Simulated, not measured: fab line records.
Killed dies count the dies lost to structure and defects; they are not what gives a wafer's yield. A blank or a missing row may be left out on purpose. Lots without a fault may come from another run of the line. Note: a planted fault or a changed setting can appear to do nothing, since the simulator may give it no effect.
Which tool is to blame? :: flow sky130 :: 39 wafers from 13 lots sampled at 4 of the route's 708 steps

== WHAT THE GAUGES READ, wafer by wafer ==
SKY_NWELL_THK_MEAS_02.
lot: L252
measured: day 2 23:14
on: filmMetro-02
NWELL_OXIDATION_THK (nm): 9.91 9.90 9.87

lot: L253
measured: day 3 05:11
on: filmMetro-02
NWELL_OXIDATION_THK (nm): 9.83 9.87 9.97

lot: L256
measured: day 3 10:57
on: filmMetro-03
NWELL_OXIDATION_THK (nm): 9.98 9.85 10.08

lot: L259
measured: day 4 05:26
on: filmMetro-02
NWELL_OXIDATION_THK (nm): 10.22 10.31 10.33

lot: L260
measured: day 4 12:13
on: filmMetro-03
NWELL_OXIDATION_THK (nm): 9.76 9.77 9.97

lot: L263
measured: day 5 02:17
on: filmMetro-04
NWELL_OXIDATION_THK (nm): 10.01 9.80 9.88

lot: L265
measured: day 5 13:13
on: filmMetro-03
NWELL_OXIDATION_THK (nm): 10.08 10.30 10.38

lot: L266
measured: day 5 20:20
on: filmMetro-03
NWELL_OXIDATION_THK (nm): 10.21 10.18 10.24

lot: L268
measured: day 6 04:09
on: filmMetro-02
NWELL_OXIDATION_THK (nm): 10.00 9.85 9.99

lot: L269
measured: day 6 08:23
on: filmMetro-03
NWELL_OXIDATION_THK (nm): 9.74 9.77 9.76

lot: L272
measured: day 7 01:56
on: filmMetro-03
NWELL_OXIDATION_THK (nm): 10.13 10.13 10.17

lot: L273
measured: day 7 09:17
on: filmMetro-02
NWELL_OXIDATION_THK (nm): 10.35 10.30 10.20

lot: L274
measured: day 7 09:17
on: filmMetro-03
NWELL_OXIDATION_THK (nm): 10.48 10.19 10.22

SKY_VT_ADJUST_LVTN_OVL_MEAS_18.
lot: L252
measured: day 8 04:40
on: overlay-02
VT_ADJUST_LVTN_01_OVL (nm): 1.5 1.9 -0.5

lot: L253
measured: day 8 14:13
on: overlay-02
VT_ADJUST_LVTN_01_OVL (nm): 1.7 2.3 2.8

lot: L256
measured: day 8 21:34
on: overlay-01
VT_ADJUST_LVTN_01_OVL (nm): 0.2 0.7 3.3

lot: L259
measured: day 9 20:26
on: overlay-01
VT_ADJUST_LVTN_01_OVL (nm): 1.9 2.1 -0.3

lot: L260
measured: day 10 06:24
on: overlay-02
VT_ADJUST_LVTN_01_OVL (nm): 0.6 0.5 -0.5

lot: L263
measured: day 11 02:59
on: overlay-01
VT_ADJUST_LVTN_01_OVL (nm): 2.7 -0.2 -0.6

lot: L265
measured: day 11 15:51
on: overlay-02
VT_ADJUST_LVTN_01_OVL (nm): 2.4 1.3 2.3

lot: L266
measured: day 12 00:52
on: overlay-02
VT_ADJUST_LVTN_01_OVL (nm): 1.7 1.3 0.6

lot: L268
measured: day 12 10:31
on: overlay-01
VT_ADJUST_LVTN_01_OVL (nm): 1.8 0.7 0.7

lot: L269
measured: day 12 16:52
on: overlay-01
VT_ADJUST_LVTN_01_OVL (nm): 1.2 0.9 0.9

lot: L272
measured: day 13 16:42
on: overlay-02
VT_ADJUST_LVTN_01_OVL (nm): 2.8 4.0 1.1

lot: L273
measured: day 14 02:20
on: overlay-02
VT_ADJUST_LVTN_01_OVL (nm): 2.6 0.1 0.7

lot: L274
measured: day 14 02:02
on: overlay-02
VT_ADJUST_LVTN_01_OVL (nm): 2.0 1.3 3.4

SKY_VT_ADJUST_HVTR_OVL_MEAS_08.
lot: L252
measured: day 10 00:07
on: overlay-01
VT_ADJUST_HVTR_OVL (nm): 2.5 2.7 -0.8

lot: L253
measured: day 10 09:38
on: overlay-01
VT_ADJUST_HVTR_OVL (nm): 2.0 1.1 1.3

lot: L256
measured: day 10 18:37
on: overlay-02
VT_ADJUST_HVTR_OVL (nm): 0.5 -1.1 -0.6

lot: L259
measured: day 11 19:13
on: overlay-02
VT_ADJUST_HVTR_OVL (nm): 1.3 0.9 0.6

lot: L260
measured: day 12 04:32
on: overlay-01
VT_ADJUST_HVTR_OVL (nm): -90.5 -89.5 -88.8

lot: L263
measured: day 13 02:28
on: overlay-02
VT_ADJUST_HVTR_OVL (nm): -89.8 -88.9 -90.3

lot: L265
measured: day 13 16:58
on: overlay-01
VT_ADJUST_HVTR_OVL (nm): -91.7 -90.1 -91.8

lot: L266
measured: day 14 03:40
on: overlay-02
VT_ADJUST_HVTR_OVL (nm): -90.2 -88.3 -89.8

lot: L268
measured: day 14 13:13
on: overlay-01
VT_ADJUST_HVTR_OVL (nm): 0.1 0.2 0.7

lot: L269
measured: day 14 20:24
on: overlay-02
VT_ADJUST_HVTR_OVL (nm): 0.7 1.2 0.0

lot: L272
measured: day 15 22:52
on: overlay-01
VT_ADJUST_HVTR_OVL (nm): -2.4 -2.6 -1.2

lot: L273
measured: day 16 07:51
on: overlay-01
VT_ADJUST_HVTR_OVL (nm): -3.2 0.2 -1.2

lot: L274
measured: day 16 07:49
on: overlay-02
VT_ADJUST_HVTR_OVL (nm): -0.6 -0.9 0.9

== EACH LOT AND THE TOOL THAT RAN IT (in order: tool; ch and the chambers of the sampled wafers; start) ==
lot: L252
SKY_VT_ADJUST_HVTR_EXPOSE_04: ilineStepper-02 ch 0, day 9 13:48

lot: L253
SKY_VT_ADJUST_HVTR_EXPOSE_04: ilineStepper-02 ch 0, day 9 21:37

lot: L256
SKY_VT_ADJUST_HVTR_EXPOSE_04: ilineStepper-01 ch 0, day 10 07:16

lot: L259
SKY_VT_ADJUST_HVTR_EXPOSE_04: ilineStepper-01 ch 0, day 11 07:37

lot: L260
SKY_VT_ADJUST_HVTR_EXPOSE_04: ilineStepper-02 ch 0, day 11 17:57

lot: L263
SKY_VT_ADJUST_HVTR_EXPOSE_04: ilineStepper-02 ch 0, day 12 14:37

lot: L265
SKY_VT_ADJUST_HVTR_EXPOSE_04: ilineStepper-02 ch 0, day 13 03:38

lot: L266
SKY_VT_ADJUST_HVTR_EXPOSE_04: ilineStepper-02 ch 0, day 13 15:03

lot: L268
SKY_VT_ADJUST_HVTR_EXPOSE_04: ilineStepper-01 ch 0, day 14 00:55

lot: L269
SKY_VT_ADJUST_HVTR_EXPOSE_04: ilineStepper-01 ch 0, day 14 06:51

lot: L272
SKY_VT_ADJUST_HVTR_EXPOSE_04: ilineStepper-01 ch 0, day 15 08:36

lot: L273
SKY_VT_ADJUST_HVTR_EXPOSE_04: ilineStepper-01 ch 0, day 15 17:59

lot: L274
SKY_VT_ADJUST_HVTR_EXPOSE_04: ilineStepper-01 ch 0, day 15 17:42
- SKY_VT_ADJUST_HVTR_EXPOSE_04: exposes mask HVTRM, target cd 380 nm.

== AS READ BY THE TOOLS THEMSELVES (means over the sampled wafers that have a number; for cases with no such wafer, the mark the record gives instead) ==
The record holds no such reading with a usual standard deviation.

== THE ANSWER, worked out from the rows above alone ==
Rule: what is usual is taken from the lots themselves. Put in order of their means at a reading, lots are off if they are a third of the lots or fewer, leave a main group of 4 or more, and stand apart from it by a gap of 3 or more times the standard deviation of the main group's means; of several such gaps the widest counts. The tables above print the reading to a certain number of digits; a main group whose means all agree to those digits is not used. Also off: a lot with no number at a reading for which 4 or more lots have one. The other lots that the step has rows for count as sound. The gauges are gone through in route order, then the tools' own readings, and for those a lot's mean is taken as printed above. At the first step where some lot is off, the reading lying furthest off is the one used; lots without a number count as furthest.
Off: L260, L263, L265, L266, at SKY_VT_ADJUST_HVTR_OVL_MEAS_08 (VT_ADJUST_HVTR_OVL). Main group: mean 0.1 nm, sd 1.2.
If a tool, at a process step before that reading, ran all the lots that are off and no sound lot after the first of them, it fits. Gauges at SKY_VT_ADJUST_HVTR_OVL_MEAS_08: tried the same way as those tools. One fits: ilineStepper-02 at SKY_VT_ADJUST_HVTR_EXPOSE_04. Its last sound lot is L253 (day 9 21:37), its first lot that is off L260 (day 11 17:57): a fault that began between those two fits.

== WHAT WAS PUT IN BY THE SIMULATOR ==
Scanner matching overlay: ilineStepper-02, from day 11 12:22 on, at SKY_VT_ADJUST_HVTR_EXPOSE_04. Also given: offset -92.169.
Struck lots among those shown: L260, L263, L265, L266. The rule given above showed the same thing.
